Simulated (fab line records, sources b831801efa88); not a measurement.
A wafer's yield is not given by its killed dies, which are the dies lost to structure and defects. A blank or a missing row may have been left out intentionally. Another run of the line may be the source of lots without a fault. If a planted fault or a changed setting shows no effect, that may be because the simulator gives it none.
A single fault, viewed from 2 desks	flow sky130	numbers are kept per desk, each desk with only its own; the story behind them comes last

## DESK OF THE TOOL OWNER: pvd sputter-03
The tool's own readings at SKY_METAL4_SPUTTER_03 (material Ti, target thk 5 nm, time 3.3 s): means of the sampled wafers that have a number, for each lot that ran on this tool. Any lot whose mean is over 4 standard deviations away from the usual mean is out of limits and marked OUT; that distance is given in the brackets.
Columns: A = chamber pressure pa at SKY_METAL4_SPUTTER_03, usual 0.4002 Pa; B = throttle valve pct at SKY_METAL4_SPUTTER_03, usual 30.2 %
lot	first seen here	A	B
L246	day 41 16:10	0.4000	30.6
L249	day 41 20:48	0.4000	29.8
L248	day 42 05:12	0.4001	30.9
L263	day 45 01:33	0.3999	29.9
Finding of this desk: none of the 4 lots has anything out of limits.

## FROM THE METROLOGY DESK
Lot by lot, what the gauges showed, no matter which tool ran the lot: averages of those sampled wafers that carry a number. Any lot whose mean is over 4 standard deviations away from the usual mean is out of limits and marked OUT; that distance is given in the brackets.
Columns: A = VIA3_W_RS at SKY_VIA3_RS_MEAS_22, usual 0.2931 ohm/sq; B = VIA3_W_THK at SKY_VIA3_THK_MEAS_23, usual 399 nm
lot	first seen here	A	B
L246	day 41 15:35	0.2915	403
L249	day 41 20:16	0.2916	404
L248	day 42 04:39	0.2936	400
L258	day 44 05:50	0.2946	395
L260	day 44 13:32	0.2923	400
L263	day 45 01:01	0.2937	399
L264	day 45 06:23	0.2938	398
Finding of this desk: none of the 7 lots has anything out of limits.

## PUT TOGETHER
The desk of the tool owner found nothing out of limits.
The metrology desk saw nothing out of limits.

## WHAT HAD BEEN PUT IN BY THE SIMULATOR
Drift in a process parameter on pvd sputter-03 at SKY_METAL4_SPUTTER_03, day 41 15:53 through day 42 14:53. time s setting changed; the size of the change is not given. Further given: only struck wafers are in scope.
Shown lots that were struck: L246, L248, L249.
